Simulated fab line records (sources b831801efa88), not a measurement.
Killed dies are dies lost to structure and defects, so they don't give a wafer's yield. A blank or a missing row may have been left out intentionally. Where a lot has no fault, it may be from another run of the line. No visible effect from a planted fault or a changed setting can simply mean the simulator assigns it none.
Split-lot trial / flow sky130 / on a route of 708 steps: 5 lots, 23 wafers read

== THE SPLIT ==
At SKY_VIA4_CVD_18 (deposits W, target thk 505 nm, time 152.14 s), the setting temp c was moved away from the recipe's 400 C on 9 of the 23 wafers read, by -2.2% to +2.5%. This setting was run at the recipe's value on the other wafers.

== BETWEEN THE SPLIT AND THE READING: the file shows 1 step in between ==
- SKY_VIA4_RS_MEAS_19: measures by four-point-probe

== THE READING ==
VIA4_W_THK, in nm, at SKY_VIA4_THK_MEAS_20 (measures by xrf). On this fab line, fault-free wafers typically give 492 nm with a standard deviation of 5.1 nm.

wafer=L074.1; tool, chamber at the split=cvd w-01, 1; temp c as run, C=391; against the recipe=-2.2%; VIA4_W_THK, nm=418; against lot-mates on the recipe=-70
wafer=L074.2; tool, chamber at the split=cvd w-01, 0; temp c as run, C=391; against the recipe=-2.2%; VIA4_W_THK, nm=418; against lot-mates on the recipe=-70
wafer=L074.3; tool, chamber at the split=cvd w-01, 0; temp c as run, C=391; against the recipe=-2.2%; VIA4_W_THK, nm=415; against lot-mates on the recipe=-73
wafer=L074.5; tool, chamber at the split=cvd w-01, 1; temp c as run, C=400; against the recipe=recipe; VIA4_W_THK, nm=492; against lot-mates on the recipe=-
wafer=L074.6; tool, chamber at the split=cvd w-01, 0; temp c as run, C=400; against the recipe=recipe; VIA4_W_THK, nm=484; against lot-mates on the recipe=-
wafer=L075.1; tool, chamber at the split=cvd w-01, 0; temp c as run, C=392.1; against the recipe=-2.0%; VIA4_W_THK, nm=424; against lot-mates on the recipe=-75
wafer=L075.3; tool, chamber at the split=cvd w-01, 0; temp c as run, C=400; against the recipe=recipe; VIA4_W_THK, nm=499; against lot-mates on the recipe=-
wafer=L075.4; tool, chamber at the split=cvd w-01, 1; temp c as run, C=392.1; against the recipe=-2.0%; VIA4_W_THK, nm=431; against lot-mates on the recipe=-68
wafer=L075.5; tool, chamber at the split=cvd w-01, 0; temp c as run, C=392.1; against the recipe=-2.0%; VIA4_W_THK, nm=427; against lot-mates on the recipe=-72
wafer=L075.6; tool, chamber at the split=cvd w-01, 1; temp c as run, C=400; against the recipe=recipe; VIA4_W_THK, nm=499; against lot-mates on the recipe=-
wafer=L076.1; tool, chamber at the split=cvd w-01, 0; temp c as run, C=400; against the recipe=recipe; VIA4_W_THK, nm=494; against lot-mates on the recipe=-
wafer=L076.2; tool, chamber at the split=cvd w-01, 1; temp c as run, C=400; against the recipe=recipe; VIA4_W_THK, nm=499; against lot-mates on the recipe=-
wafer=L076.5; tool, chamber at the split=cvd w-01, 0; temp c as run, C=400; against the recipe=recipe; VIA4_W_THK, nm=492; against lot-mates on the recipe=-
wafer=L083.1; tool, chamber at the split=cvd w-01, 1; temp c as run, C=400; against the recipe=recipe; VIA4_W_THK, nm=488; against lot-mates on the recipe=-
wafer=L083.2; tool, chamber at the split=cvd w-01, 0; temp c as run, C=400; against the recipe=recipe; VIA4_W_THK, nm=491; against lot-mates on the recipe=-
wafer=L083.3; tool, chamber at the split=cvd w-01, 0; temp c as run, C=400; against the recipe=recipe; VIA4_W_THK, nm=483; against lot-mates on the recipe=-
wafer=L083.4; tool, chamber at the split=cvd w-01, 1; temp c as run, C=400; against the recipe=recipe; VIA4_W_THK, nm=479; against lot-mates on the recipe=-
wafer=L083.5; tool, chamber at the split=cvd w-01, 1; temp c as run, C=400; against the recipe=recipe; VIA4_W_THK, nm=490; against lot-mates on the recipe=-
wafer=L085.1; tool, chamber at the split=cvd w-02, 0; temp c as run, C=409.9; against the recipe=+2.5%; VIA4_W_THK, nm=589; against lot-mates on the recipe=+95
wafer=L085.2; tool, chamber at the split=cvd w-02, 1; temp c as run, C=400; against the recipe=recipe; VIA4_W_THK, nm=491; against lot-mates on the recipe=-
wafer=L085.3; tool, chamber at the split=cvd w-02, 1; temp c as run, C=409.9; against the recipe=+2.5%; VIA4_W_THK, nm=579; against lot-mates on the recipe=+85
wafer=L085.4; tool, chamber at the split=cvd w-02, 0; temp c as run, C=400; against the recipe=recipe; VIA4_W_THK, nm=497; against lot-mates on the recipe=-
wafer=L085.6; tool, chamber at the split=cvd w-02, 0; temp c as run, C=409.9; against the recipe=+2.5%; VIA4_W_THK, nm=582; against lot-mates on the recipe=+88

FIT RESULTS
A straight line over all 23 wafers: VIA4_W_THK changes by +34.8 nm for each +1% of temp c; r = +0.99; the points scatter about the line by 5.9 nm.
The same after taking each lot's own level away (the mean of its wafers on the recipe; 23 wafers): +34.7 nm for each +1%; r = +1.00; scatter 4.7 nm.
On that fit, the largest move of temp c shifts the reading by 86 nm.
Measured against the standard deviation above, the lots' own levels, which go from 486.2 to 499.0 nm, span 2.5 times it.
Consequently the slope shifts little with the lot-to-lot level, the two slopes agreeing.
Check: +84.8 nm against its lot-mates is what the line predicts for one of the wafers moved furthest among these (+2.5%) when that wafer is left out of the fit. Against them it came out at +95 nm.

== THE WHOLE CHAIN: every reading that the file lists as answering this split, in the file's order ==
step=SKY_VIA4_CVD_18; what it does=deposits W, target thk 505 nm, time 152.14 s; reading=W_of_VIA4_CVD_18.thk nm (the simulator's own value, which no gauge read); change (the file's fit)=+35.1 nm for each +1% of the setting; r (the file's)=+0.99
step=SKY_VIA4_RS_MEAS_19; what it does=measures by four-point-probe; reading=VIA4_W_RS; change (the file's fit)=-0.0165 for each +1% of the setting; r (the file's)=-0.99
step=SKY_VIA4_THK_MEAS_20; what it does=measures by xrf; reading=VIA4_W_THK; change (the file's fit)=+34.7 for each +1% of the setting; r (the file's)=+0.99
step=SKY_VIA4_CMP_21; what it does=polishes, stops on SiO2, t overpolish 25 s, target thk 0 nm; reading=time to endpoint s; change (the file's fit)=withheld for each +1% of the setting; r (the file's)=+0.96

== THE FILE'S OWN FIT ==
VIA4_W_THK changes by +34.7 nm for each +1% of temp c, r = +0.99.
